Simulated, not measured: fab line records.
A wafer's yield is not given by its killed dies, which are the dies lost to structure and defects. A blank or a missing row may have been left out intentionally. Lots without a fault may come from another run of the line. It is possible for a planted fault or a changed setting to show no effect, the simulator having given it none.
Struck lot and sound lot, side by side | flow sky130 | 42 out of 708 route steps
Sound: wafers L716.1, L716.3, L716.5. Struck: wafers L729.3, L729.5 (left out: L729.6, a lot-mate that was not struck); the cause follows at the end.
At each step with rows: each side's tool, then ch and its chambers, then its first start. Under that, the readings that differ: sound wafers | struck wafers | difference of the means | sigmas: that difference in standard deviations of wafers without a fault.
alike: readings with means less than 2 such deviations apart, plus words and numbers identical on both sides. not compared: withheld readings, readings lacking a value on some wafer, bounds such as >300 that could conceal the same value, and numbers that have no deviation in the record and whose values overlap.
A row with sigmas, a row that says differs or no value, or rows on one side alone: a step with any of these is where the two part. Non-overlapping numbers with no deviation appear without sigmas and do not part them. Lack of a reading on every wafer of one side parts them only where that side has two or more wafers.

SKY_PWDE_TW_MEAS_10:
  sound: film-metro-03 at day 5 04:38; struck: film-metro-03 at day 8 02:34
  alike: PWDE_TW
then, 7 steps without rows for these wafers: SKY_NWELL_DEHYDRATE_03 (time 60 s); SKY_NWELL_HMDS_04 (prime time 60 s); SKY_NWELL_COAT_05 (resist thk 3000 nm); SKY_NWELL_SOFTBAKE_06; SKY_NWELL_EXPOSE_07 (exposes mask NWM, target cd 840 nm); SKY_NWELL_PEB_08; SKY_NWELL_DEVELOP_09 (develop time 60 s).
SKY_NWELL_OVL_MEAS_10:
  sound: overlay-02 at day 5 23:13; struck: overlay-01 at day 9 00:11
  alike: NWELL_00_OVL
then, 3 steps without rows for these wafers: SKY_NWELL_IMPLANT_11; SKY_NWELL_IMPLANT_12; SKY_NWELL_IMPLANT_13.
SKY_NWELL_STRIP_14: strips in O2/N2.
  sound on plasma-asher-01 ch 0,1, day 5 23:43; struck on plasma-asher-03 ch 1, day 9 00:41
  alike: drypump-motor-current-A, oes-product-au, strip-time-to-endpoint-s
  not compared: rf-hours-counter-h
SKY_NWELL_TW_MEAS_15:
  sound: film-metro-02 at day 5 23:49; struck: film-metro-03 at day 9 00:47
  reading  | sound          | struck    | difference | sigmas
  NWELL_TW | 1812 1807 1810 | 1840 1841 | +31        | +2
then, 7 steps without rows for these wafers: SKY_NWELL_DEHYDRATE_16 (time 60 s); SKY_NWELL_HMDS_17 (prime time 60 s); SKY_NWELL_COAT_18 (resist thk 3000 nm); SKY_NWELL_SOFTBAKE_19; SKY_NWELL_EXPOSE_20 (exposes mask NWM COMPLEMENT, target cd 840 nm); SKY_NWELL_PEB_21; SKY_NWELL_DEVELOP_22 (develop time 60 s).
SKY_NWELL_OVL_MEAS_23:
  sound: overlay-02 at day 6 18:46; struck: overlay-02 at day 9 22:20
  alike: NWELL_01_OVL
next, for these wafers, 1 step has no rows: SKY_NWELL_IMPLANT_24.
SKY_NWELL_STRIP_25: strips in O2/N2.
  sound on plasma-asher-02 ch 0,1, day 6 18:57; struck on plasma-asher-03 ch 1, day 9 22:32
  alike: drypump-motor-current-A, oes-product-au, strip-time-to-endpoint-s
  not compared: rf-hours-counter-h
SKY_NWELL_TW_MEAS_26:
  sound: film-metro-02 at day 6 19:03; struck: film-metro-01 at day 9 22:37
  alike: NWELL_2_TW
then, 1 step without rows for these wafers: SKY_NWELL_CLEAN_27 (cleans in SC1/SC2, time 150 s).
SKY_NWELL_RTA_28: time 30 s.
  sound on rtp-anneal-02 ch 0, day 6 19:10; struck on rtp-anneal-02 ch 0, day 9 22:45
  alike: lamp-power-pct, ramp-down-c-per-s, wafer_temp_C_max
SKY_NWELL_RS_MEAS_29: measurement is done with a four-point probe.
  sound: film-metro-01 at day 6 19:16; struck: film-metro-01 at day 9 22:52
  alike: NWELL_RS
SKY_NWELL_RS_MEAS_31: measurement is done with a four-point probe.
  sound: film-metro-01 at day 6 19:31; struck: film-metro-01 at day 9 23:06
  alike: PWDE_RS
then, 7 steps without rows for these wafers: SKY_VT_ADJUST_HVTP_DEHYDRATE_00 (time 60 s); SKY_VT_ADJUST_HVTP_HMDS_01 (prime time 60 s); SKY_VT_ADJUST_HVTP_COAT_02 (resist thk 1140 nm); SKY_VT_ADJUST_HVTP_SOFTBAKE_03 (time 60 s); SKY_VT_ADJUST_HVTP_EXPOSE_04 (exposes mask HVTPM, target cd 380 nm); SKY_VT_ADJUST_HVTP_PEB_05; SKY_VT_ADJUST_HVTP_DEVELOP_06 (develop time 60 s).
SKY_VT_ADJUST_HVTP_CD_MEAS_07: the cd target is 380 nm.
  sound: cd-sem-01 at day 7 14:55; struck: cd-sem-01 at day 10 21:21
  alike: cd-nm
SKY_VT_ADJUST_HVTP_OVL_MEAS_08:
  sound: overlay-01 at day 7 15:02; struck: overlay-02 at day 10 21:27
  alike: VT_ADJUST_HVTP_OVL
next, for these wafers, 1 step has no rows: SKY_VT_ADJUST_HVTP_IMPLANT_09.
SKY_VT_ADJUST_HVTP_STRIP_10: strips in O2/N2.
  sound on plasma-asher-03 ch 0, day 7 15:14; struck on plasma-asher-03 ch 0,1, day 10 21:39
  alike: drypump-motor-current-A, oes-product-au, strip-time-to-endpoint-s
  not compared: rf-hours-counter-h
SKY_VT_ADJUST_HVTP_TW_MEAS_11:
  sound: film-metro-02 at day 7 15:20; struck: film-metro-01 at day 10 21:44
  reading           | sound          | struck    | difference | sigmas
  VT_ADJUST_HVTP_TW | 1349 1348 1351 | 1375 1370 | +23        | +2
-- record jumps: 39 days separate the struck wafers' starts on either side; left off in module VT_ADJUST_HVTP, taken up again in module PAD_OPEN, whose first shown step is the route's number 708 --
SKY_PAD_OPEN_PROBE_99:
  only the struck wafers here have rows in the record (prober-01, day 50 06:07); the sound ones have none

## WHERE THEY PART
First at SKY_NWELL_TW_MEAS_15; last, within this record, at SKY_PAD_OPEN_PROBE_99.

WHY: what the simulator had put in
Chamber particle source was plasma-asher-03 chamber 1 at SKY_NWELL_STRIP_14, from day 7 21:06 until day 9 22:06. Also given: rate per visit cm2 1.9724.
